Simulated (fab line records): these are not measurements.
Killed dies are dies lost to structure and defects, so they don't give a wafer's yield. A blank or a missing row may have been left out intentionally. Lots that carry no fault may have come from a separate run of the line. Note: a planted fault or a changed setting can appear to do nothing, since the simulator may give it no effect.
Chamber matching -- flow gf180mcu -- GF_V3_CVD_02 on pecvd-04: 3 sister chambers
The step deposits SiO2 from TEOS, target thk 850 nm, time 94.851 s. 3 wafers are shown with their chamber, then 10 later ones without.

EACH WAFER AND ITS CHAMBER
wafer,chamber,heaterPowerW (W)
L082.4,1,637
L085.4,0,864
L085.5,2,648

WAFERS MISSING THEIR CHAMBER
wafer,heaterPowerW (W)
L085.6,658
L090.1,684
L090.2,571
L090.3,845
L090.4,906
L090.5,737
L090.6,589
L091.1,616
L091.5,892
L091.6,656

THE CHAMBER EACH PASSED THROUGH
wafer,from the rows above,in truth
L085.6,can't be placed: 2 or 1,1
L090.1,can't be placed: 2 or 1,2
L090.2,can't be placed: 1 or 2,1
L090.3,0,0
L090.4,0,0
L090.5,can't be placed: 2 or 1 or 0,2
L090.6,can't be placed: 1 or 2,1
L091.1,can't be placed: 1 or 2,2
L091.5,0,0
L091.6,can't be placed: 2 or 1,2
Correctly placed: 3 of 10. These rows do not allow placing 7 (true chamber among the candidates in 7). Placed wrongly: 0.
How it was worked out, from the rows above alone: a wafer's distance from a chamber is the root of the sum, over the readings, of the square of ((its reading less the chamber's mean) divided by the reading's scatter). If the next closest chamber is less than 2 further off than the closest, the wafer can't be placed; otherwise it belongs to the closest. Each chamber's mean is taken over the wafers shown for it. The scatter: with one shown wafer a chamber, the root of the mean of the squares of how far each hidden wafer lies from its nearest shown one.
